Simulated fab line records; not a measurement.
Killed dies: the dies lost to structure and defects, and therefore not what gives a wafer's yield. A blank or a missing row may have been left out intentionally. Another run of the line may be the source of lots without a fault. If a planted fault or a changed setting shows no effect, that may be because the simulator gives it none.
Which tool was responsible? :: flow sky130 :: at 1 step of a route of 708, 15 lots with 45 wafers sampled

## WHAT EACH GAUGE READ, for each wafer
SKY_LDD_P_OVL_MEAS_08.
lot: L604
measured: day 19 07:35
on: overlay-01
LDD_P_OVL (nm): -1.5 -1.1 0.2

lot: L605
measured: day 19 08:11
on: overlay-01
LDD_P_OVL (nm): -2.4 -1.6 -1.6

lot: L606
measured: day 20 01:11
on: overlay-01
LDD_P_OVL (nm): 1.1 0.2 1.7

lot: L612
measured: day 22 04:26
on: overlay-01
LDD_P_OVL (nm): 1.7 0.8 -0.8

lot: L613
measured: day 22 13:50
on: overlay-01
LDD_P_OVL (nm): -2.1 -2.1 -1.9

lot: L614
measured: day 22 20:50
on: overlay-02
LDD_P_OVL (nm): -1.3 -1.2 -0.8

lot: L618
measured: day 24 07:14
on: overlay-02
LDD_P_OVL (nm): 0.5 -1.2 -1.2

lot: L619
measured: day 24 22:20
on: overlay-01
LDD_P_OVL (nm): -3.1 -1.2 -1.9

lot: L620
measured: day 25 04:17
on: overlay-01
LDD_P_OVL (nm): -1.3 -0.9 -0.6

lot: L621
measured: day 25 12:38
on: overlay-01
LDD_P_OVL (nm): 0.8 0.7 1.7

lot: L622
measured: day 25 22:29
on: overlay-02
LDD_P_OVL (nm): -2.8 -0.7 -2.4

lot: L623
measured: day 26 01:33
on: overlay-01
LDD_P_OVL (nm): -1.6 -2.1 -0.8

lot: L624
measured: day 26 11:38
on: overlay-01
LDD_P_OVL (nm): -2.9 -2.8 -3.0

lot: L625
measured: day 26 19:50
on: overlay-01
LDD_P_OVL (nm): -0.6 -1.5 -1.5

lot: L626
measured: day 27 07:05
on: overlay-02
LDD_P_OVL (nm): -0.8 -1.3 -0.2

## WHICH TOOL RAN EACH LOT (tool, then ch and the chambers of the sampled wafers, then the start)
The record holds no process step before these readings.

## WHAT THE TOOLS THEMSELVES READ (means of the sampled wafers that have a number; where no wafer has one, the mark that the record gives instead)
The record holds no such reading with a usual standard deviation.

## THE ANSWER, worked out from the rows above alone
Rule: the usual values come from the lots themselves. Put in order of their means at a reading, lots are off if they are a third of the lots or fewer, leave a main group of 4 or more, and stand apart from it by a gap of 3 or more times the standard deviation of the main group's means; of several such gaps the widest counts. Not used: any main group whose means are identical at the precision the tables above print for the reading. Also off: a lot with no number at a reading for which 4 or more lots have one. All remaining lots with rows at the step are treated as sound. Order of review: gauges by route order, followed by the tools' own readings, for which a lot's mean as printed above is used. At the first step where some lot is off, the reading lying furthest off is the one used; lots without a number count as furthest.
No lot is off on any of the readings shown, so nothing can be concluded from this.

## WHAT HAD BEEN PUT IN BY THE SIMULATOR
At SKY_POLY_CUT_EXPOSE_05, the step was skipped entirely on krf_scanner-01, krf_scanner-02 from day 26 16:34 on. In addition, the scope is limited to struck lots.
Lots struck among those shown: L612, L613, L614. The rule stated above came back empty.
